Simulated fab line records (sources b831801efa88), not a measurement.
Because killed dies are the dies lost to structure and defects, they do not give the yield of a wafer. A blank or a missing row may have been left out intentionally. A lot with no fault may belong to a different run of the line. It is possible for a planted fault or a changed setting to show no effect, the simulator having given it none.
A lot that was struck, set against a sound lot / flow sfq line / 29 out of 325 route steps
Sound: the wafers L585.4, L585.5, L585.6. The struck wafers were L581.4, L581.5, L581.6. The cause is named last.
Per side, at each step with rows, come the tool, then ch with its chambers, and then its first start. Under that, the readings that differ: sound wafers / struck wafers / difference of the means / sigmas: that difference in standard deviations of wafers without a fault.
alike: readings with means less than 2 such deviations apart, plus words and numbers identical on both sides. not compared: withheld readings, readings lacking a value on some wafer, bounds such as >300 that could conceal the same value, and numbers that have no deviation in the record and whose values overlap.
Wherever a step has rows on one side only, a row that says differs or no value, or a row with sigmas, the two part there. Non-overlapping numbers with no deviation appear without sigmas and do not part them. A reading that every wafer of one side lacks parts them only if that side has two wafers or more.

first, 2 steps without rows for these wafers: SFQ_TRILAYER_I0_VIA_STRIP_SOLV_CLEAN_036 (cleans in NMP, time 600 s); SFQ_TRILAYER_M1_DEP_PRE_CLEAN_038 (time 22.5 s).
SFQ_TRILAYER_M1_DEP_SPUTTER_037: material Nb, target thk 200 nm, time 133.3 s.
  sound: pvd sputter-03 at day 13 23:46; struck: pvd sputter-03 at day 12 11:05
  alike: cathode dc power W, throttle valve pct
SFQ_M1_RS_MEAS_909: measures by four-point-probe.
  sound: film metro-02 at day 13 23:55; struck: film metro-02 at day 12 11:14
  alike: M1_NB_RS
then, 6 steps without rows for these wafers: SFQ_TRILAYER_M1_LITHO_COAT_044 (resist thk 62 nm); SFQ_TRILAYER_M1_LITHO_COAT_039 (resist thk 600 nm); SFQ_TRILAYER_M1_LITHO_SOFTBAKE_043; SFQ_TRILAYER_M1_LITHO_EXPOSE_040 (exposes mask M1, target cd 500 nm); SFQ_TRILAYER_M1_LITHO_PEB_042 (peb time 60 s); SFQ_TRILAYER_M1_LITHO_DEVELOP_041 (time 60 s).
-- the record jumps here: 3 days lie between the struck wafers' starts before and after --
SFQ_M1_OVL_MEAS_911:
  sound: overlay-01 at day 17 11:58; struck: overlay-01 at day 15 08:23
reading=M1_OVL (nm); sound=10 16 10; struck=-5 -1 -7; difference=-16; sigmas=-3
SFQ_TRILAYER_M1_BARC_OPEN_METAL_ETCH_054: etches BARC in O2, target depth 125 nm, time 41.7 s.
  sound on rie metal-04 ch 0,1, day 17 12:01; struck on rie metal-02 ch 0,1, day 15 08:26
  no value came back on the struck wafers for any of 5 readings (bias w (W), chamber pressure mTorr (mTorr) and others); on the sound wafers bias w (W) reads 80.25 80.20 80.44
reading=model.KrF_of_TRILAYER_M1_LITHO_COAT_039.thk nm (nm); sound=524 523.6 522.1; struck=575.9 574.3 575.3; difference=+51.9; sigmas=
  not compared: rf hours counter h
SFQ_TRILAYER_M1_ETCH_METAL_ETCH_042: etches Nb in Cl2/Ar, stops on SiO2, target depth 240 nm, time 120 s.
  sound on rie metal-04 ch 0,1, day 17 12:05; struck on rie metal-02 ch 0,1, day 15 08:31
reading=oes product au (a.u.); sound=0.905 0.899 0.890; struck=0.368 0.382 0.375; difference=-0.523; sigmas=-75
reading=model.KrF_of_TRILAYER_M1_LITHO_COAT_039.thk nm (nm); sound=384.1 382.7 380; struck=435.7 433.8 434.1; difference=+52.3; sigmas=
  alike: bias w, chamber pressure mTorr, drypump motor current A
  not compared: rf hours counter h
SFQ_TRILAYER_M1_STRIP_STRIP_043: strips in O2.
  sound on rie metal-04 ch 0,1, day 17 12:23; struck on rie metal-02 ch 0,1, day 15 08:47
reading=oes product au (a.u.); sound=1.003 1.001 1.010; struck=0.987 0.987 1.001; difference=-0.013; sigmas=-2
  alike: drypump motor current A
  not compared: rf hours counter h
then, 2 steps without rows for these wafers: SFQ_TRILAYER_M1_STRIP_SOLV_CLEAN_044 (cleans in NMP, time 600 s); SFQ_TRILAYER_I1_DEP_PECVD_045 (deposits SiO2 from SiH4/N2O, time 111.11 s, target thk 500 nm).
SFQ_TRILAYER_I1_CMP_CMP_046: polishes SiO2.
  sound on cmp-01 ch 1,2, day 17 13:37; struck on cmp-01 ch 1,2, day 15 13:25
  alike: head pressure psi, motor current A, time to endpoint s
SFQ_I1_BOW_MEAS_912:
  sound: film metro-01 at day 17 16:11; struck: film metro-04 at day 15 15:59
  alike: I1_BOW
then, 4 steps without rows for these wafers: SFQ_TRILAYER_I1_METRO_MEASURE_047; SFQ_TRILAYER_I1_VIA_LITHO_COAT_054 (resist thk 62 nm); SFQ_TRILAYER_I1_VIA_LITHO_COAT_049 (resist thk 650 nm); SFQ_TRILAYER_I1_VIA_LITHO_SOFTBAKE_053.
-- the record jumps here: 4 days lie between the struck wafers' starts before and after --
SFQ_TRILAYER_I1_VIA_LITHO_EXPOSE_050: exposes mask I1, target cd 500 nm.
  sound on krf scanner-02 ch 0, day 21 11:55; struck on krf scanner-02, day 19 10:43
  no value came back on the struck wafers for exposure dose mJ cm2, focus offset nm (nm), sigma outer; on the sound wafers exposure dose mJ cm2 reads 21.267 21.289 21.287
  alike: mask
then, 2 steps without rows for these wafers: SFQ_TRILAYER_I1_VIA_LITHO_PEB_052 (peb time 60 s); SFQ_TRILAYER_I1_VIA_LITHO_DEVELOP_051 (time 60 s).
SFQ_I1_OVL_MEAS_913:
  sound: overlay-01 at day 21 12:49; struck: overlay-01 at day 19 11:37
reading=I1_OVL (nm); sound=2 -10 4; struck=- - -; difference=no value on the struck wafers; sigmas=
SFQ_TRILAYER_I1_VIA_BARC_OPEN_VIA_ETCH_071: etches BARC in O2, target depth 125 nm, time 41.7 s.
  sound on rie diel-01 ch 0,1,2, day 21 12:50; struck on rie diel-03 ch 0,2,3, day 19 11:38
  alike: bias w, chamber pressure mTorr, drypump motor current A, oes product au
  not compared: rf hours counter h
SFQ_TRILAYER_I1_VIA_ETCH_VIA_ETCH_052: etches SiO2 in CHF3, stops on Nb, target depth 260 nm.
  sound on rie diel-01 ch 0,1,2, day 21 12:53; struck on rie diel-03 ch 0,2,3, day 19 11:41
reading=oes product au (a.u.); sound=0.855 0.857 0.855; struck=0.370 0.372 0.375; difference=-0.483; sigmas=-99 or more
  alike: bias w, chamber pressure mTorr, drypump motor current A
SFQ_TRILAYER_I1_VIA_STRIP_STRIP_053: strips in O2.
  sound on rie metal-01 ch 0,1, day 21 13:12; struck on rie metal-01 ch 0,1, day 19 12:00
  alike: drypump motor current A, oes product au
  not compared: rf hours counter h

== WHERE THEY PART ==
Last at SFQ_TRILAYER_I1_VIA_ETCH_VIA_ETCH_052 as far as this record goes, first at SFQ_M1_OVL_MEAS_911. Later steps at which nothing parts them and some readings are alike: SFQ_TRILAYER_I1_VIA_STRIP_STRIP_053.

WHY: whatever the simulator had introduced
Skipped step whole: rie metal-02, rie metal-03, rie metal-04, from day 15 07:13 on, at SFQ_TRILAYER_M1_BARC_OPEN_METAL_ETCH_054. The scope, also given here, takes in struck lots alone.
